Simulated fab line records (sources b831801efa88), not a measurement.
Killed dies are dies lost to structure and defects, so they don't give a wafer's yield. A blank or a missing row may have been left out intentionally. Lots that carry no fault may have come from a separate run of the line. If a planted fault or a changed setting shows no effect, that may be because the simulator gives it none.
Which of the tools did it? | flow sky130 | 24 lots, 72 wafers sampled, at 4 steps of a route of 708

WHAT THE GAUGES READ, wafer by wafer
SKY_VIA1_THK_MEAS_23: measures by xrf. Usual: VIA1_W_THK gives 270 nm (standard deviation 4.2).
lot  | measured     | on            | VIA1_W_THK (nm) | flag
L074 | day 34 21:01 | film-metro-03 | 274 270 270     |
L075 | day 35 07:31 | film-metro-01 | 267 265 268     |
L076 | day 35 10:59 | film-metro-01 | 266 264 263     |
L077 | day 36 00:20 | film-metro-01 | 273 274 268     |
L078 | day 36 08:33 | film-metro-03 | 262 267 264     |
L079 | day 36 09:29 | film-metro-04 | 268 271 276     |
L080 | day 36 16:03 | film-metro-04 | 266 276 271     |
L081 | day 37 07:45 | film-metro-01 | 276 262 269     |
L082 | day 37 12:55 | film-metro-03 | 272 267 275     |
L083 | day 37 22:08 | film-metro-04 | 270 264 274     |
L084 | day 38 03:13 | film-metro-03 | 267 270 263     |
L085 | day 38 12:39 | film-metro-03 | 265 270 267     |
L086 | day 38 14:16 | film-metro-03 | 268 266 270     |
L087 | day 38 21:34 | film-metro-03 | 266 266 271     |
L088 | day 39 10:26 | film-metro-04 | 269 275 270     |
L089 | day 39 15:50 | film-metro-01 | 275 270 276     |
L090 | day 40 05:53 | film-metro-01 | 274 274 270     |
L091 | day 40 09:22 | film-metro-01 | 273 267 274     |
L092 | day 40 09:42 | film-metro-04 | 269 276 278     |
L093 | day 40 15:35 | film-metro-01 | 279 279 275     |
L094 | day 41 00:17 | film-metro-04 | 273 270 269     |
L095 | day 41 09:05 | film-metro-04 | 274 273 271     |
L096 | day 41 10:47 | film-metro-03 | 262 264 269     |
L097 | day 41 13:58 | film-metro-01 | 272 268 272     |

SKY_VIA2_THK_MEAS_23: measures by xrf. Usual: VIA2_W_THK gives 433 nm (standard deviation 9.6).
lot  | measured     | on            | VIA2_W_THK (nm) | flag
L074 | day 37 06:06 | film-metro-04 | 442 434 434     |
L075 | day 37 16:44 | film-metro-02 | 417 433 424     |
L076 | day 37 18:46 | film-metro-04 | 445 429 430     |
L077 | day 38 08:28 | film-metro-04 | 442 425 441     |
L078 | day 38 16:13 | film-metro-02 | 429 419 420     |
L079 | day 38 18:48 | film-metro-04 | 447 445 430     |
L080 | day 38 23:35 | film-metro-03 | 433 420 440     |
L081 | day 39 14:49 | film-metro-04 | 434 442 434     |
L082 | day 39 20:31 | film-metro-02 | 430 413 437     |
L083 | day 40 04:43 | film-metro-03 | 445 432 446     |
L084 | day 40 10:23 | film-metro-02 | 432 422 421     |
L085 | day 40 17:23 | film-metro-02 | 432 432 418     |
L086 | day 40 19:47 | film-metro-04 | 451 450 456     |
L087 | day 41 03:10 | film-metro-02 | 421 429 430     |
L088 | day 41 15:29 | film-metro-03 | 431 428 442     |
L089 | day 41 20:35 | film-metro-02 | 438 431 417     |
L090 | day 42 09:19 | film-metro-02 | 432 428 423     |
L091 | day 42 13:55 | film-metro-03 | 415 428 419     |
L092 | day 42 14:49 | film-metro-02 | 419 433 418     |
L093 | day 42 20:32 | film-metro-04 | 440 436 428     |
L094 | day 43 03:15 | film-metro-03 | 433 451 446     |
L095 | day 43 11:46 | film-metro-04 | 446 445 433     |
L096 | day 43 13:20 | film-metro-04 | 440 445 441     |
L097 | day 43 17:07 | film-metro-04 | 444 446 432     |

WHICH TOOL RAN EACH LOT (tool, then ch and the chambers of the sampled wafers, then the start)
lot  | SKY_METAL2_SPUTTER_01        | SKY_METAL2_SPUTTER_02
L074 | pvd-sputter-04, day 34 21:23 | pvd-sputter-04, day 34 21:25
L075 | pvd-sputter-02, day 35 07:54 | pvd-sputter-02, day 35 07:55
L076 | pvd-sputter-04, day 35 11:22 | pvd-sputter-04, day 35 11:24
L077 | pvd-sputter-02, day 36 00:43 | pvd-sputter-02, day 36 00:44
L078 | pvd-sputter-04, day 36 08:56 | pvd-sputter-04, day 36 08:58
L079 | pvd-sputter-02, day 36 09:52 | pvd-sputter-02, day 36 09:53
L080 | pvd-sputter-02, day 36 16:25 | pvd-sputter-02, day 36 16:26
L081 | pvd-sputter-02, day 37 08:07 | pvd-sputter-02, day 37 08:08
L082 | pvd-sputter-04, day 37 13:17 | pvd-sputter-04, day 37 13:19
L083 | pvd-sputter-02, day 37 22:31 | pvd-sputter-02, day 37 22:32
L084 | pvd-sputter-04, day 38 03:35 | pvd-sputter-04, day 38 03:37
L085 | pvd-sputter-03, day 38 13:02 | pvd-sputter-03, day 38 13:04
L086 | pvd-sputter-03, day 38 14:43 | pvd-sputter-03, day 38 14:44
L087 | pvd-sputter-02, day 38 21:56 | pvd-sputter-02, day 38 21:58
L088 | pvd-sputter-02, day 39 10:47 | pvd-sputter-02, day 39 10:49
L089 | pvd-sputter-04, day 39 16:13 | pvd-sputter-04, day 39 16:14
L090 | pvd-sputter-02, day 40 06:15 | pvd-sputter-02, day 40 06:17
L091 | pvd-sputter-04, day 40 09:44 | pvd-sputter-04, day 40 09:46
L092 | pvd-sputter-02, day 40 10:04 | pvd-sputter-02, day 40 10:05
L093 | pvd-sputter-04, day 40 16:05 | pvd-sputter-04, day 40 16:06
L094 | pvd-sputter-04, day 41 00:40 | pvd-sputter-04, day 41 00:41
L095 | pvd-sputter-04, day 41 09:28 | pvd-sputter-04, day 41 09:29
L096 | pvd-sputter-02, day 41 11:09 | pvd-sputter-02, day 41 11:11
L097 | pvd-sputter-02, day 41 14:20 | pvd-sputter-02, day 41 14:22
- SKY_METAL2_SPUTTER_01: material TiN, target thk 20 nm, time 16.7 s.
- SKY_METAL2_SPUTTER_02: material AlCu, target thk 250 nm, time 13.3 s.

WHAT THE TOOLS THEMSELVES READ (means of the sampled wafers that have a number; where no wafer has one, the mark that the record gives instead)
SKY_METAL2_SPUTTER_01. Usual: 29.4 % for throttle-valve-pct, sd 0.9.
lot  | tool           | throttle-valve-pct (%) | flag
L074 | pvd-sputter-04 | 29.4                   |
L075 | pvd-sputter-02 | 29.2                   |
L076 | pvd-sputter-04 | 30.1                   |
L077 | pvd-sputter-02 | 28.7                   |
L078 | pvd-sputter-04 | 30.3                   |
L079 | pvd-sputter-02 | 29.1                   |
L080 | pvd-sputter-02 | 28.0                   |
L081 | pvd-sputter-02 | 28.1                   |
L082 | pvd-sputter-04 | 29.9                   |
L083 | pvd-sputter-02 | 29.1                   |
L084 | pvd-sputter-04 | 29.6                   |
L085 | pvd-sputter-03 | 29.6                   |
L086 | pvd-sputter-03 | 29.4                   |
L087 | pvd-sputter-02 | 28.0                   |
L088 | pvd-sputter-02 | 28.8                   |
L089 | pvd-sputter-04 | 29.3                   |
L090 | pvd-sputter-02 | 28.5                   |
L091 | pvd-sputter-04 | 29.5                   |
L092 | pvd-sputter-02 | 29.7                   |
L093 | pvd-sputter-04 | 29.9                   |
L094 | pvd-sputter-04 | 29.8                   |
L095 | pvd-sputter-04 | 29.8                   |
L096 | pvd-sputter-02 | 29.3                   |
L097 | pvd-sputter-02 | 28.7                   |

SKY_METAL2_SPUTTER_02. Usual: 29.4 % for throttle-valve-pct, sd 0.88.
lot  | tool           | throttle-valve-pct (%) | flag
L074 | pvd-sputter-04 | 29.4                   |
L075 | pvd-sputter-02 | 29.2                   |
L076 | pvd-sputter-04 | 29.9                   |
L077 | pvd-sputter-02 | 28.6                   |
L078 | pvd-sputter-04 | 30.3                   |
L079 | pvd-sputter-02 | 29.3                   |
L080 | pvd-sputter-02 | 28.1                   |
L081 | pvd-sputter-02 | 28.2                   |
L082 | pvd-sputter-04 | 29.8                   |
L083 | pvd-sputter-02 | 29.3                   |
L084 | pvd-sputter-04 | 29.5                   |
L085 | pvd-sputter-03 | 29.6                   |
L086 | pvd-sputter-03 | 29.4                   |
L087 | pvd-sputter-02 | 28.1                   |
L088 | pvd-sputter-02 | 28.7                   |
L089 | pvd-sputter-04 | 29.4                   |
L090 | pvd-sputter-02 | 28.5                   |
L091 | pvd-sputter-04 | 29.6                   |
L092 | pvd-sputter-02 | 29.7                   |
L093 | pvd-sputter-04 | 29.9                   |
L094 | pvd-sputter-04 | 29.8                   |
L095 | pvd-sputter-04 | 29.8                   |
L096 | pvd-sputter-02 | 29.2                   |
L097 | pvd-sputter-02 | 28.7                   |

THE ANSWER, worked out from the rows above alone
Rule: lot off if the mean of its wafers having a number is beyond 3 standard deviations from the usual mean. A lot without any number at a reading at which 4 lots or more have one is off too. Where the step has rows for the other lots, those lots are counted as sound. After the gauges, taken in route order, come the tools' own readings; for these a lot's mean is taken, as printed above. The first step at which some lot is off is used, and at that step the reading that is off furthest; a lot without a number counts as furthest.
No lot is off at any reading shown: from this, nothing can be told.

WHAT THE SIMULATOR HAD PUT IN
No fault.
